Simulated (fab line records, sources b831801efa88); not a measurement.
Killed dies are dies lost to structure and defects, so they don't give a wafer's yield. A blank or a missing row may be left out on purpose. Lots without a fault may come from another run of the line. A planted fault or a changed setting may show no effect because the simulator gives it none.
Which tool did it? | flow gf180mcu | 13 lots, 39 wafers sampled, at 1 step of a route of 602

WHAT THE GAUGES READ, wafer by wafer
GF_V2_THK_MEAS_01.
lot  | measured     | on            | V2_CVD_00_THK (nm)
L986 | day 18 23:35 | film_metro-03 | 598 595 590
L987 | day 19 02:01 | film_metro-03 | 596 605 601
L988 | day 19 16:31 | film_metro-04 | 606 612 616
L989 | day 20 05:04 | film_metro-04 | 600 593 591
L990 | day 20 14:42 | film_metro-01 | 593 588 596
L991 | day 20 22:00 | film_metro-04 | 602 601 596
L992 | day 21 11:31 | film_metro-01 | 601 604 598
L993 | day 21 19:04 | film_metro-01 | 603 604 605
L995 | day 22 09:39 | film_metro-04 | 596 607 596
L996 | day 22 20:36 | film_metro-03 | 603 603 601
L997 | day 23 00:16 | film_metro-01 | 602 601 600
L999 | day 24 01:11 | film_metro-01 | 601 594 594
L103 | day 25 15:01 | film_metro-01 | 602 607 593

WHICH TOOL RAN EACH LOT (tool, then ch and the chambers of the sampled wafers, then the start)
The record holds no process step before these readings.

WHAT THE TOOLS THEMSELVES READ (means of the sampled wafers that have a number; where no wafer has one, the mark that the record gives instead)
The record holds no such reading with a usual standard deviation.

THE ANSWER, worked out from the rows above alone
Rule: what is usual is taken from the lots themselves. Put in order of their means at a reading, lots are off if they are a third of the lots or fewer, leave a main group of 4 or more, and stand apart from it by a gap of 3 or more times the standard deviation of the main group's means; of several such gaps the widest counts. A main group whose means are all the same, to the digits that the tables above print for the reading, isn't used. A lot without any number at a reading at which 4 lots or more have one is off too. The other lots that the step has rows for count as sound. The gauges are gone through in route order, then the tools' own readings, and for those a lot's mean is taken as printed above. The first step at which some lot is off is used, and at that step the reading that is off furthest; a lot without a number counts as furthest.
No lot is off at any reading shown: from this, nothing can be told.

WHAT THE SIMULATOR HAD PUT IN
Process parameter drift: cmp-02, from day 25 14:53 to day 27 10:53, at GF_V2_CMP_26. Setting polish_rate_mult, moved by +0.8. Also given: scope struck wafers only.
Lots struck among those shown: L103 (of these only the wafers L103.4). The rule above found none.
